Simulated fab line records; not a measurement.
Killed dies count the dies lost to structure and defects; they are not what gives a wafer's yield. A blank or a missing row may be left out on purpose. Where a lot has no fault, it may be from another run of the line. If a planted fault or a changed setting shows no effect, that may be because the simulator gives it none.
Which tool did it? :: flow sky130 :: 72 wafers from 24 lots sampled at 5 of the route's 708 steps

## WHAT EACH GAUGE READ, for each wafer
SKY_VIA1_BOW_MEAS_03.
lot: L074
measured: day 32 15:07
on: film_metro-02
VIA1_BOW (um): 81 85 90

lot: L075
measured: day 34 00:02
on: film_metro-04
VIA1_BOW (um): 70 85 80

lot: L076
measured: day 34 00:55
on: film_metro-04
VIA1_BOW (um): 83 91 76

lot: L077
measured: day 34 02:09
on: film_metro-01
VIA1_BOW (um): 82 86 83

lot: L079
measured: day 34 04:43
on: film_metro-04
VIA1_BOW (um): 74 79 72

lot: L078
measured: day 34 08:28
on: film_metro-01
VIA1_BOW (um): 92 101 89

lot: L080
measured: day 34 16:35
on: film_metro-04
VIA1_BOW (um): 75 88 83

lot: L081
measured: day 35 05:07
on: film_metro-02
VIA1_BOW (um): 81 84 73

lot: L082
measured: day 35 15:45
on: film_metro-01
VIA1_BOW (um): 72 86 85

lot: L084
measured: day 35 19:04
on: film_metro-02
VIA1_BOW (um): 72 88 73

lot: L083
measured: day 35 23:02
on: film_metro-04
VIA1_BOW (um): 76 83 79

lot: L085
measured: day 36 00:46
on: film_metro-04
VIA1_BOW (um): 74 74 72

lot: L086
measured: day 36 17:05
on: film_metro-04
VIA1_BOW (um): 84 63 81

lot: L087
measured: day 37 03:49
on: film_metro-01
VIA1_BOW (um): 78 85 92

lot: L088
measured: day 37 05:52
on: film_metro-04
VIA1_BOW (um): 86 83 76

lot: L089
measured: day 37 13:52
on: film_metro-02
VIA1_BOW (um): 79 69 88

lot: L090
measured: day 37 23:38
on: film_metro-01
VIA1_BOW (um): 82 87 76

lot: L091
measured: day 38 03:59
on: film_metro-02
VIA1_BOW (um): 75 84 86

lot: L092
measured: day 38 09:07
on: film_metro-02
VIA1_BOW (um): 79 78 79

lot: L093
measured: day 38 23:40
on: film_metro-04
VIA1_BOW (um): 73 80 74

lot: L094
measured: day 39 12:44
on: film_metro-04
VIA1_BOW (um): 76 67 68

lot: L095
measured: day 40 04:29
on: film_metro-02
VIA1_BOW (um): 97 82 81

lot: L097
measured: day 41 06:35
on: film_metro-04
VIA1_BOW (um): 73 81 83

lot: L096
measured: day 41 06:55
on: film_metro-02
VIA1_BOW (um): 71 72 79

SKY_VIA1_OVL_MEAS_13.
lot: L074
measured: day 33 18:35
on: overlay-02
VIA1_OVL (nm): 0 0 -6

lot: L075
measured: day 35 02:51
on: overlay-01
VIA1_OVL (nm): 1 0 9

lot: L076
measured: day 35 03:50
on: overlay-02
VIA1_OVL (nm): -2 2 -8

lot: L077
measured: day 35 04:11
on: overlay-01
VIA1_OVL (nm): 3 5 1

lot: L079
measured: day 35 06:51
on: overlay-02
VIA1_OVL (nm): 6 6 7

lot: L078
measured: day 35 10:08
on: overlay-01
VIA1_OVL (nm): -2 -3 3

lot: L080
measured: day 35 19:38
on: overlay-01
VIA1_OVL (nm): 9 13 -6

lot: L081
measured: day 36 07:32
on: overlay-01
VIA1_OVL (nm): 6 -1 10

lot: L082
measured: day 36 17:23
on: overlay-01
VIA1_OVL (nm): -16 -9 -11

lot: L084
measured: day 36 21:11
on: overlay-01
VIA1_OVL (nm): 2 2 2

lot: L083
measured: day 37 00:41
on: overlay-02
VIA1_OVL (nm): 3 1 -1

lot: L085
measured: day 37 02:38
on: overlay-01
VIA1_OVL (nm): 0 -9 2

lot: L086
measured: day 37 19:41
on: overlay-02
VIA1_OVL (nm): 4 1 3

lot: L087
measured: day 38 05:35
on: overlay-02
VIA1_OVL (nm): 3 13 6

lot: L088
measured: day 38 07:38
on: overlay-01
VIA1_OVL (nm): 13 10 8

lot: L089
measured: day 38 15:25
on: overlay-01
VIA1_OVL (nm): 0 3 0

lot: L090
measured: day 39 01:11
on: overlay-01
VIA1_OVL (nm): -3 -6 4

lot: L091
measured: day 39 05:08
on: overlay-01
VIA1_OVL (nm): 7 11 -7

lot: L092
measured: day 39 10:21
on: overlay-02
VIA1_OVL (nm): 1 11 5

lot: L093
measured: day 39 23:44
on: overlay-01
VIA1_OVL (nm): 7 0 0

lot: L094
measured: day 40 12:47
on: overlay-02
VIA1_OVL (nm): 5 2 12

lot: L095
measured: day 41 04:53
on: overlay-02
VIA1_OVL (nm): 1 -4 7

lot: L097
measured: day 42 05:50
on: overlay-01
VIA1_OVL (nm): 0 12 12

lot: L096
measured: day 42 06:11
on: overlay-02
VIA1_OVL (nm): 3 2 10

SKY_VIA1_THK_MEAS_23: measures by xrf.
lot: L074
measured: day 33 19:36
on: film_metro-04
VIA1_W_THK (nm): 269 271 265

lot: L075
measured: day 35 04:12
on: film_metro-04
VIA1_W_THK (nm): 272 264 272

lot: L076
measured: day 35 04:57
on: film_metro-04
VIA1_W_THK (nm): 269 263 272

lot: L077
measured: day 35 05:17
on: film_metro-04
VIA1_W_THK (nm): 274 268 268

lot: L079
measured: day 35 07:51
on: film_metro-02
VIA1_W_THK (nm): 264 269 263

lot: L078
measured: day 35 11:08
on: film_metro-02
VIA1_W_THK (nm): 263 273 267

lot: L080
measured: day 35 20:38
on: film_metro-04
VIA1_W_THK (nm): 269 273 267

lot: L081
measured: day 36 08:32
on: film_metro-02
VIA1_W_THK (nm): 263 269 270

lot: L082
measured: day 36 18:23
on: film_metro-02
VIA1_W_THK (nm): 270 266 274

lot: L084
measured: day 36 22:12
on: film_metro-04
VIA1_W_THK (nm): 266 272 270

lot: L083
measured: day 37 01:42
on: film_metro-01
VIA1_W_THK (nm): 260 267 263

lot: L085
measured: day 37 03:39
on: film_metro-01
VIA1_W_THK (nm): 258 266 268

lot: L086
measured: day 37 20:41
on: film_metro-04
VIA1_W_THK (nm): 272 267 274

lot: L087
measured: day 38 06:37
on: film_metro-02
VIA1_W_THK (nm): 274 264 265

lot: L088
measured: day 38 08:37
on: film_metro-04
VIA1_W_THK (nm): 270 272 266

lot: L089
measured: day 38 16:26
on: film_metro-01
VIA1_W_THK (nm): 261 257 260

lot: L090
measured: day 39 02:10
on: film_metro-04
VIA1_W_THK (nm): 266 272 267

lot: L091
measured: day 39 06:08
on: film_metro-01
VIA1_W_THK (nm): 266 266 264

lot: L092
measured: day 39 11:20
on: film_metro-04
VIA1_W_THK (nm): 266 274 275

lot: L093
measured: day 40 00:44
on: film_metro-02
VIA1_W_THK (nm): 273 266 270

lot: L094
measured: day 40 13:49
on: film_metro-04
VIA1_W_THK (nm): 269 277 268

lot: L095
measured: day 41 05:55
on: film_metro-02
VIA1_W_THK (nm): 263 263 266

lot: L097
measured: day 42 06:49
on: film_metro-02
VIA1_W_THK (nm): 273 263 266

lot: L096
measured: day 42 07:13
on: film_metro-04
VIA1_W_THK (nm): 268 273 271

SKY_METAL2_OVL_MEAS_16.
lot: L074
measured: day 34 22:44
on: overlay-01
METAL2_OVL (nm): 0 -2 -5

lot: L075
measured: day 36 07:14
on: overlay-02
METAL2_OVL (nm): 6 9 2

lot: L076
measured: day 36 08:23
on: overlay-01
METAL2_OVL (nm): 0 2 9

lot: L077
measured: day 36 08:26
on: overlay-02
METAL2_OVL (nm): -3 0 0

lot: L079
measured: day 36 09:45
on: overlay-02
METAL2_OVL (nm): -1 -3 -3

lot: L078
measured: day 36 14:11
on: overlay-02
METAL2_OVL (nm): 7 8 5

lot: L080
measured: day 36 22:35
on: overlay-02
METAL2_OVL (nm): 3 1 6

lot: L081
measured: day 37 11:41
on: overlay-02
METAL2_OVL (nm): -2 -10 -1

lot: L082
measured: day 37 21:39
on: overlay-01
METAL2_OVL (nm): -2 -4 -4

lot: L084
measured: day 38 00:24
on: overlay-01
METAL2_OVL (nm): 7 1 8

lot: L083
measured: day 38 04:20
on: overlay-02
METAL2_OVL (nm): -1 -6 -1

lot: L085
measured: day 38 06:14
on: overlay-02
METAL2_OVL (nm): -8 0 -6

lot: L086
measured: day 38 22:08
on: overlay-01
METAL2_OVL (nm): -1 -4 -4

lot: L087
measured: day 39 07:53
on: overlay-02
METAL2_OVL (nm): 3 3 0

lot: L088
measured: day 39 10:27
on: overlay-01
METAL2_OVL (nm): 5 -4 1

lot: L089
measured: day 39 18:02
on: overlay-02
METAL2_OVL (nm): -6 -4 1

lot: L090
measured: day 40 03:59
on: overlay-02
METAL2_OVL (nm): -1 -7 0

lot: L091
measured: day 40 06:41
on: overlay-01
METAL2_OVL (nm): 2 7 6

lot: L092
measured: day 40 11:57
on: overlay-01
METAL2_OVL (nm): 11 -7 7

lot: L093
measured: day 41 01:32
on: overlay-02
METAL2_OVL (nm): 6 8 11

lot: L094
measured: day 41 12:50
on: overlay-01
METAL2_OVL (nm): -6 2 -1

lot: L095
measured: day 42 05:29
on: overlay-02
METAL2_OVL (nm): 2 7 4

lot: L097
measured: day 43 06:03
on: overlay-01
METAL2_OVL (nm): 5 10 -2

lot: L096
measured: day 43 06:23
on: overlay-01
METAL2_OVL (nm): 1 8 7

## WHICH TOOL RAN EACH LOT (tool, then ch and the chambers of the sampled wafers, then the start)
lot: L074
SKY_METAL1_SPUTTER_03: pvd_sputter-02, day 31 10:56

lot: L075
SKY_METAL1_SPUTTER_03: pvd_sputter-01, day 32 19:07

lot: L076
SKY_METAL1_SPUTTER_03: pvd_sputter-04, day 32 20:13

lot: L077
SKY_METAL1_SPUTTER_03: pvd_sputter-04, day 32 21:28

lot: L079
SKY_METAL1_SPUTTER_03: pvd_sputter-01, day 33 00:37

lot: L078
SKY_METAL1_SPUTTER_03: pvd_sputter-02, day 33 04:22

lot: L080
SKY_METAL1_SPUTTER_03: pvd_sputter-01, day 33 12:34

lot: L081
SKY_METAL1_SPUTTER_03: pvd_sputter-02, day 34 00:41

lot: L082
SKY_METAL1_SPUTTER_03: pvd_sputter-01, day 34 11:25

lot: L084
SKY_METAL1_SPUTTER_03: pvd_sputter-04, day 34 15:29

lot: L083
SKY_METAL1_SPUTTER_03: pvd_sputter-04, day 34 19:16

lot: L085
SKY_METAL1_SPUTTER_03: pvd_sputter-01, day 34 21:37

lot: L086
SKY_METAL1_SPUTTER_03: pvd_sputter-04, day 35 14:07

lot: L087
SKY_METAL1_SPUTTER_03: pvd_sputter-01, day 35 23:59

lot: L088
SKY_METAL1_SPUTTER_03: pvd_sputter-04, day 36 02:10

lot: L089
SKY_METAL1_SPUTTER_03: pvd_sputter-01, day 36 09:22

lot: L090
SKY_METAL1_SPUTTER_03: pvd_sputter-02, day 36 20:19

lot: L091
SKY_METAL1_SPUTTER_03: pvd_sputter-01, day 37 00:39

lot: L092
SKY_METAL1_SPUTTER_03: pvd_sputter-01, day 37 05:52

lot: L093
SKY_METAL1_SPUTTER_03: pvd_sputter-01, day 37 21:01

lot: L094
SKY_METAL1_SPUTTER_03: pvd_sputter-01, day 38 10:04

lot: L095
SKY_METAL1_SPUTTER_03: pvd_sputter-02, day 39 02:19

lot: L097
SKY_METAL1_SPUTTER_03: pvd_sputter-04, day 39 17:13

lot: L096
SKY_METAL1_SPUTTER_03: pvd_sputter-04, day 39 19:42
- SKY_METAL1_SPUTTER_03: material Ti, target thk 5 nm, time 3.3 s.

## AS READ BY THE TOOLS THEMSELVES (means over the sampled wafers that have a number; for cases with no such wafer, the mark the record gives instead)
SKY_METAL1_SPUTTER_03.
lot: L074
tool: pvd_sputter-02
chamber_pressure_pa (Pa): 0.3998
throttle_valve_pct (%): 29.9

lot: L075
tool: pvd_sputter-01
chamber_pressure_pa (Pa): 0.4004
throttle_valve_pct (%): 30.9

lot: L076
tool: pvd_sputter-04
chamber_pressure_pa (Pa): 0.3990
throttle_valve_pct (%): 28.9

lot: L077
tool: pvd_sputter-04
chamber_pressure_pa (Pa): 0.4003
throttle_valve_pct (%): 29.6

lot: L079
tool: pvd_sputter-01
chamber_pressure_pa (Pa): 0.3997
throttle_valve_pct (%): 30.4

lot: L078
tool: pvd_sputter-02
chamber_pressure_pa (Pa): 0.3993
throttle_valve_pct (%): 30.2

lot: L080
tool: pvd_sputter-01
chamber_pressure_pa (Pa): 0.3999
throttle_valve_pct (%): 31.4

lot: L081
tool: pvd_sputter-02
chamber_pressure_pa (Pa): 0.3993
throttle_valve_pct (%): 30.7

lot: L082
tool: pvd_sputter-01
chamber_pressure_pa (Pa): 0.4006
throttle_valve_pct (%): 30.3

lot: L084
tool: pvd_sputter-04
chamber_pressure_pa (Pa): 0.3984
throttle_valve_pct (%): 29.2

lot: L083
tool: pvd_sputter-04
chamber_pressure_pa (Pa): 0.4007
throttle_valve_pct (%): 28.9

lot: L085
tool: pvd_sputter-01
chamber_pressure_pa (Pa): 0.4005
throttle_valve_pct (%): 31.4

lot: L086
tool: pvd_sputter-04
chamber_pressure_pa (Pa): 0.3987
throttle_valve_pct (%): 29.2

lot: L087
tool: pvd_sputter-01
chamber_pressure_pa (Pa): 0.4003
throttle_valve_pct (%): 29.9

lot: L088
tool: pvd_sputter-04
chamber_pressure_pa (Pa): 0.4001
throttle_valve_pct (%): 30.4

lot: L089
tool: pvd_sputter-01
chamber_pressure_pa (Pa): 0.4000
throttle_valve_pct (%): 31.0

lot: L090
tool: pvd_sputter-02
chamber_pressure_pa (Pa): 0.3999
throttle_valve_pct (%): 30.3

lot: L091
tool: pvd_sputter-01
chamber_pressure_pa (Pa): 0.3996
throttle_valve_pct (%): 31.2

lot: L092
tool: pvd_sputter-01
chamber_pressure_pa (Pa): 0.4003
throttle_valve_pct (%): 30.7

lot: L093
tool: pvd_sputter-01
chamber_pressure_pa (Pa): 0.3999
throttle_valve_pct (%): 30.4

lot: L094
tool: pvd_sputter-01
chamber_pressure_pa (Pa): 0.4002
throttle_valve_pct (%): 30.8

lot: L095
tool: pvd_sputter-02
chamber_pressure_pa (Pa): 0.3994
throttle_valve_pct (%): 29.8

lot: L097
tool: pvd_sputter-04
chamber_pressure_pa (Pa): 0.3996
throttle_valve_pct (%): 29.1

lot: L096
tool: pvd_sputter-04
chamber_pressure_pa (Pa): 0.4001
throttle_valve_pct (%): 30.2

## THE ANSWER, worked out from the rows above alone
Rule: the usual values come from the lots themselves. The widest of any qualifying gaps counts: lots, ordered by their means at a reading, are off when they make up no more than a third of the lots, leave a main group of 4 or more, and stand apart from it by 3 or more times the standard deviation of that group's means. If all means in a main group match to the digits the tables above print for the reading, that group is not used. Also off: a lot with no number at a reading for which 4 or more lots have one. Any other lot the step has rows for is counted as sound. Order of review: gauges by route order, followed by the tools' own readings, for which a lot's mean as printed above is used. At the first step where some lot is off, the reading lying furthest off is the one used; lots without a number count as furthest.
Across all readings shown, no lot is off: no conclusion can be drawn from this.

## WHAT WAS PUT IN BY THE SIMULATOR
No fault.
